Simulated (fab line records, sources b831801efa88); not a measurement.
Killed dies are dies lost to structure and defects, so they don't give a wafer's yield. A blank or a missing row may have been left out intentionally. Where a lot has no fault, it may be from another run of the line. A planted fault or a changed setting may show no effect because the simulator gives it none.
Matching of chambers    flow gf180mcu    GF_V5_CMP_04 on cmp-02 has 4 sister chambers
The step polishes SiO2. 16 wafers are shown with their chamber, then 8 later ones without.

## WAFERS, EACH WITH ITS CHAMBER
wafer   chamber  motor_current_A (A)
L076.2  3        12.4
L076.3  1        12.7
L076.4  2        13.1
L077.1  1        11.9
L077.2  0        12.9
L077.3  3        13.0
L081.2  1        11.9
L081.3  0        12.9
L081.4  3        12.1
L083.1  3        12.6
L083.4  2        14.6
L083.5  1        11.6
L086.1  3        12.2
L086.4  0        12.4
L086.5  3        12.1
L088.3  2        14.7

SIGNATURES (averages over the wafers above)
reading          chamber 0  chamber 1  chamber 2  chamber 3  scatter within a chamber
motor_current_A  12.733     12.025     14.133     12.400     0.505
Rule: distance of a wafer from a chamber = root of the sum over the readings of ((wafer's reading minus chamber's mean) / reading's scatter) squared. If the next closest chamber is less than 2 further off than the closest, the wafer can't be placed; otherwise it belongs to the closest. The scatter is the square root of a quotient: the sum, over the shown wafers, of each reading's squared deviation from its chamber's mean, divided by wafers minus chambers.

## WAFERS WHOSE CHAMBER IS MISSING
wafer   motor_current_A (A)
L088.4  12.5
L088.6  12.1
L094.2  12.3
L094.5  13.7
L094.6  11.8
L097.1  12.8
L097.4  14.1
L097.6  12.0

## WHICH CHAMBER EACH WENT THROUGH
wafer   from the rows above           in truth
L088.4  can't be placed: 3 or 0 or 1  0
L088.6  can't be placed: 1 or 3 or 0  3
L094.2  can't be placed: 3 or 1 or 0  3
L094.5  can't be placed: 2 or 0 or 3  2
L094.6  can't be placed: 1 or 3 or 0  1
L097.1  can't be placed: 0 or 3 or 1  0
L097.4  2                             2
L097.6  can't be placed: 1 or 3 or 0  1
Placed correctly: 1 of 8. Not placeable from these rows: 7 (in 7, the candidates include the true chamber). Wrongly placed: 0.
